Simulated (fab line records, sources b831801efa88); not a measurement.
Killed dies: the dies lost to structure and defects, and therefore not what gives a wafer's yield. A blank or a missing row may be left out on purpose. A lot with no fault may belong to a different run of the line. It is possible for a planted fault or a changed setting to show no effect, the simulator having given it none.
The same fault as seen by 2 desks :: flow gf180mcu :: each desk holds nothing but its own numbers, with what lay behind them at the end

AT THE METROLOGY DESK
What the gauges read for every lot (on any tool): the sampled wafers with a number, averaged. A lot is out of limits, marked OUT, if its mean lies more than 4 standard deviations from the usual mean; the brackets give that distance.
Columns: A = V5_W_THK at GF_V5_THK_MEAS_25, usual 340 nm; B = TOP_METAL_ALCU_RS at GF_TOP_METAL_RS_MEAS_05, usual 0.0329 ohm/sq; C = TOP_METAL_ALCU_THK at GF_TOP_METAL_THK_MEAS_06, usual 893 nm; D = cdNm at GF_TOP_METAL_CD_MEAS_14, usual 438.8 nm; E = TOP_METAL_OVL at GF_TOP_METAL_OVL_MEAS_15, usual -0.5 nm
lot: L836
first seen here: day 27 14:47
A: 340
B: 0.0329
C: 899
D: 439.0
E: -0.3

lot: L845
first seen here: day 30 14:38
A: 343
B: 0.0324
C: 908
D: 439.8
E: -1.2

lot: L848
first seen here: day 31 07:22
A: 336
B: 0.0326
C: 909
D: 440.2
E: -0.8

lot: L849
first seen here: day 31 11:50
A: 343
B: 0.0332
C: 895
D: 441.1
E: 0.1

lot: L853
first seen here: day 32 11:23
A: 338
B: 0.0327
C: 892
D: 434.7
E: -0.4

lot: L857
first seen here: day 33 09:33
A: 345
B: 0.0331
C: 874
D: 437.6
E: -0.8
Result from this desk: across the 6 lots, nothing is out of limits.

AT THE TOOL OWNER'S DESK: lithoTrack-03
Per lot that ran on this tool, the mean of the sampled wafers carrying a number, from the tool's own readings at GF_TOP_METAL_SOFTBAKE_10 (time 60 s). A lot is out of limits, marked OUT, if its mean lies more than 4 standard deviations from the usual mean; the brackets give that distance.
Columns: A = heaterPowerTotalW at GF_TOP_METAL_SOFTBAKE_10, usual 56.59 W; B = runLengthS at GF_TOP_METAL_SOFTBAKE_10, usual 89.12 s
lot: L836
first seen here: day 28 01:26
A: 56.59
B: 89.16

lot: L845
first seen here: day 31 00:04
A: 56.62
B: 89.18

lot: L849
first seen here: day 31 20:17
A: 61.37 (+99 or more) OUT
B: 79.06 (-63) OUT

lot: L853
first seen here: day 32 19:44
A: 61.36 (+99 or more) OUT
B: 79.18 (-62) OUT
This desk finds L849, L853 out of limits, L849 being first, at day 31 20:17 (heaterPowerTotalW at GF_TOP_METAL_SOFTBAKE_10). In limits: L836, L845.

ALL TOGETHER
An alarm could have come from the tool owner's desk at day 31 20:17, on L849, L853.
Nothing out of limits was seen by the metrology desk.
The metrology desk has L849, L853 on record, within its limits.
The lots listed all ran GF_TOP_METAL_SOFTBAKE_10 on lithoTrack-03.

WHAT HAD BEEN PUT IN BY THE SIMULATOR
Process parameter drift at GF_TOP_METAL_SOFTBAKE_10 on lithoTrack-03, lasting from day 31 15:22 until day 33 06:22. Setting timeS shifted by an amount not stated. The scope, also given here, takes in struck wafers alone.
Shown lots that were struck: L849, L853.
Delay in hours, fault start to first out-of-limits reading, by desk: the tool owner's desk at 5.
